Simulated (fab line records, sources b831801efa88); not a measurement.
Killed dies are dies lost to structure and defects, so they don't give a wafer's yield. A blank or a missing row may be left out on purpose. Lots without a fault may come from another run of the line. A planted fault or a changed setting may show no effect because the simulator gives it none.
One fault seen from 2 desks | flow gf180mcu | each desk has only its own numbers; what lay behind them comes last

THE TOOL OWNER'S DESK: hdpcvd-02
The tool's own readings at GF_V3_CVD_00 (deposits SiO2, target thk 600 nm, time 100 s): means of the sampled wafers that have a number, for each lot that ran on this tool. A lot is out of limits, marked OUT, if its mean lies more than 4 standard deviations from the usual mean; the brackets give that distance.
Columns: A = sih4_flow_sccm at GF_V3_CVD_00, usual 60.03 sccm
lot  | first seen here | A
L256 | day 21 10:16    | 59.95
L257 | day 21 20:52    | 59.96
L258 | day 22 00:45    | 56.08 (-20) OUT
L261 | day 23 05:05    | 56.00 (-20) OUT
L268 | day 25 17:52    | 59.91
L270 | day 26 08:05    | 60.00
L271 | day 26 13:11    | 59.80
L275 | day 27 22:37    | 59.92
This desk's finding: out of limits on L258, L261; first on L258, day 22 00:45 (sih4_flow_sccm at GF_V3_CVD_00). In limits: L256, L257, L268, L270, L271, L275.

THE METROLOGY DESK
What the gauges read, lot by lot, whatever tool the lot ran on: means of the sampled wafers that have a number. A lot is out of limits, marked OUT, if its mean lies more than 4 standard deviations from the usual mean; the brackets give that distance.
Columns: A = V3_CVD_00_THK at GF_V3_THK_MEAS_01, usual 600 nm
lot  | first seen here | A
L256 | day 21 10:20    | 600
L257 | day 21 20:56    | 601
L258 | day 22 00:50    | 560 (-6.8) OUT
L261 | day 23 05:10    | 554 (-7.7) OUT
L268 | day 25 17:57    | 597
L269 | day 25 22:37    | 603
L270 | day 26 08:10    | 601
L271 | day 26 13:15    | 601
L274 | day 27 22:02    | 604
L275 | day 27 22:42    | 608
L277 | day 28 09:36    | 594
L278 | day 28 18:30    | 595
L279 | day 29 01:23    | 597
This desk's finding: out of limits on L258, L261; first on L258, day 22 00:50 (V3_CVD_00_THK at GF_V3_THK_MEAS_01). In limits: L256, L257, L268, L269, L270, L271, L274, L275, L277, L278, L279.

PUT TOGETHER
The tool owner's desk could have raised an alarm at day 22 00:45, on L258, L261.
The metrology desk could have raised an alarm at day 22 00:50, on L258, L261.
Of the lots named, all ran GF_V3_CVD_00 on hdpcvd-02.

WHAT THE SIMULATOR HAD PUT IN
Process parameter drift: hdpcvd-02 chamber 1, from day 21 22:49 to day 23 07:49, at GF_V3_CVD_00. Setting sih4_flow_sccm, moved by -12, from 60. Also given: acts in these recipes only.
Lots struck among those shown: L258, L261.
Hours from the fault's start to each desk's first reading out of limits: the tool owner's desk, 2; the metrology desk, 2.
